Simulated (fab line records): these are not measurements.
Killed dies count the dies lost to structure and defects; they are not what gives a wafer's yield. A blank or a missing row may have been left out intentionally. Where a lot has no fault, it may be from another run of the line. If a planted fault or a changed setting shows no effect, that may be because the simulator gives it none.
Comparing a struck lot with a sound one :: flow sky130 :: 16 out of 708 route steps
Sound: the wafers L608.1, L608.4, L608.6. Struck: wafer L617.2. (L617.1, L617.6 of the same lot were not struck and are left out.) The cause comes at the end.
At each step with rows: each side's tool, then ch and its chambers, then its first start. Under that, the readings that differ: sound wafers :: struck wafers :: difference of the means :: sigmas: that difference in standard deviations of wafers without a fault.
alike: words and numbers the same on both sides, and readings whose means are apart by under 2 such deviations; not compared: readings that were withheld, readings missing a value for some wafer, numbers with overlapping values and no deviation given by the record, and bounds like >300 which may hide the same value.
A row with sigmas, a row that says differs or no value, or rows on one side alone: a step with any of these is where the two part. Non-overlapping numbers with no deviation appear without sigmas and do not part them. A reading that every wafer of one side lacks parts them only if that side has two wafers or more.

first, 7 steps without rows for these wafers: SKY_METAL4_HMDS_06 (prime time 60 s); SKY_METAL4_COAT_07 (resist thk 60 nm); SKY_METAL4_COAT_08 (resist thk 1140 nm); SKY_METAL4_SOFTBAKE_09 (time 90 s); SKY_METAL4_EXPOSE_10 (exposes mask MM4, target cd 300 nm); SKY_METAL4_PEB_11; SKY_METAL4_DEVELOP_12 (develop time 60 s).
SKY_METAL4_CD_MEAS_13 targets a cd of 300 nm.
  struck on cd-sem-02, day 45 10:54; sound on cd-sem-02, day 42 23:41
reading: cd-nm (nm)
sound: 298.8 299.2 298.1
struck: 301.5
difference: +2.8
sigmas: +2
SKY_METAL4_OVL_MEAS_14:
  struck on overlay-02, day 45 11:01; sound on overlay-02, day 42 23:48
  alike: METAL4_OVL
SKY_METAL4_DESCUM_15: chemistry O2, time 8 s.
  sound on rie-metal-04 ch 0,1, day 42 23:50; struck on rie-metal-03 ch 1, day 45 11:03
  alike: drypump-motor-current-A, oes-product-au, rf-fwd-power-W
  not compared: rf-hours-counter-h
SKY_METAL4_ETCH_16: etches BARC in N2/H2, stops on SiO2, time 88.2 s, target depth 60 nm.
  sound on rie-metal-04 ch 0,1, day 42 23:52; struck on rie-metal-03 ch 1, day 45 11:05
  alike: bias-w, drypump-motor-current-A, oes-product-au, rf-fwd-power-W, throttle-valve-pct
  not compared: rf-hours-counter-h
SKY_METAL4_ETCH_17: etches SiO2 in C4F8/O2/Ar, stops on TiN, time 3.9 s, target depth 15 nm.
  sound on rie-diel-04 ch 0,1,2, day 42 23:58; struck on rie-diel-04 ch 2, day 45 11:11
  alike: bias-w, oes-product-au, rf-fwd-power-W
SKY_METAL4_METAL_ETCH_18: etches the open film in Cl2/BCl3, stops on SiO2, target depth 845 nm, time 183.1 s.
  sound on rie-metal-03 ch 0,1, day 42 23:59; struck on rie-metal-04 ch 0, day 45 11:12
reading: model.KrF-thick_of_METAL4_COAT_08.thk-nm (nm)
sound: 530.7 527.8 528
struck: 192.3
difference: -336.5
sigmas: 

reading: model.METAL4.cd-nm (nm)
sound: 289.5 293.3 294.1
struck: 265.5
difference: -26.8
sigmas: 

reading: model.SiO2_of_VIA3_HDPCVD_00.thk-nm (nm)
sound: 433.3 433.3 433.2
struck: 419.1
difference: -14.2
sigmas: 
  alike: bias-w, drypump-motor-current-A, oes-product-au, rf-fwd-power-W, throttle-valve-pct
  not compared: rf-hours-counter-h
SKY_METAL4_STRIP_19: strips in O2/N2.
  sound on plasma-asher-01 ch 0,1, day 43 00:10; struck on plasma-asher-02 ch 1, day 45 11:23
reading: oes-product-au (a.u.)
sound: 0.507 0.502 0.507
struck: 0.365
difference: -0.140
sigmas: -20

reading: strip-time-to-endpoint-s (s)
sound: 6.59 6.55 6.55
struck: 3.07
difference: -3.49
sigmas: -38
  alike: drypump-motor-current-A
  not compared: rf-hours-counter-h
then, 1 step without rows for these wafers: SKY_METAL4_STRIP_20 (strips in post etch residue remover, time 1200 s).
-- the record jumps here: 4 days lie between the struck wafers' starts before and after (it left off in module METAL4 and takes up again in module PAD_OPEN, whose first step shown is number 708 of the route) --
SKY_PAD_OPEN_PROBE_99:
  struck on prober-01, day 49 00:13; sound on prober-01, day 46 23:26
reading: model.etest.met4.width-nm (nm)
sound: 292.2 292.4 294.3
struck: 264.9
difference: -28.1
sigmas: 

reading: model.etest.met4.line-ohm-um
sound: 0.1426 0.1455 0.1424
struck: 0.164
difference: +0.021
sigmas: 

== WHERE THEY PART ==
Last at SKY_METAL4_STRIP_19 as far as this record goes, first at SKY_METAL4_CD_MEAS_13.

WHY: whatever the simulator had introduced
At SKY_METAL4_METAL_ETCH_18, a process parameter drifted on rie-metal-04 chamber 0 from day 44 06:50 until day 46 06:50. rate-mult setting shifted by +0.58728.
